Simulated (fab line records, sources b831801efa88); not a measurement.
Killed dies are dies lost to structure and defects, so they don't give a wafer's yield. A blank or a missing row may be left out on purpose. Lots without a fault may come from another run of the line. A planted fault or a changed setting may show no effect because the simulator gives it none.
Chamber matching | flow gf180mcu | GF_CONTACT_CVD_02 on pecvd-02: 3 sister chambers
The step deposits SiO2 from TEOS, target thk 860 nm, time 95.992 s. 6 wafers are shown with their chamber, then 8 later ones without.

WAFERS WITH THEIR CHAMBER
wafer  | chamber | heater_power_w (W)
L121.1 | 2       | 612
L121.5 | 2       | 468
L124.1 | 0       | 540
L124.3 | 1       | 719
L124.4 | 0       | 615
L126.3 | 1       | 770

WAFERS WITHOUT THEIR CHAMBER
wafer  | heater_power_w (W)
L126.5 | 642
L126.6 | 617
L127.1 | 576
L127.3 | 665
L127.5 | 516
L130.2 | 554
L130.4 | 575
L130.6 | 514

WHICH CHAMBER EACH WENT THROUGH
wafer  | from the rows above          | in truth
L126.5 | can't be placed: 0 or 2 or 1 | 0
L126.6 | can't be placed: 0 or 2 or 1 | 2
L127.1 | can't be placed: 0 or 2      | 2
L127.3 | can't be placed: 1 or 0 or 2 | 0
L127.5 | can't be placed: 2 or 0      | 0
L130.2 | can't be placed: 2 or 0      | 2
L130.4 | can't be placed: 0 or 2      | 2
L130.6 | can't be placed: 2 or 0      | 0
Placed correctly: 0 of 8. Can't be placed from these rows: 8 (the true chamber is among the candidates in 8). Placed wrongly: 0.
How it was worked out, from the rows above alone: a wafer's distance from a chamber is the root of the sum, over the readings, of the square of ((its reading less the chamber's mean) divided by the reading's scatter). The wafer belongs to the nearest chamber; if the next one is less than 2 further off, it can't be placed. A chamber's mean is the mean of its shown wafers. The scatter: the root of (the sum of the squares of (reading less its chamber's mean) over the shown wafers, divided by (wafers less chambers)).
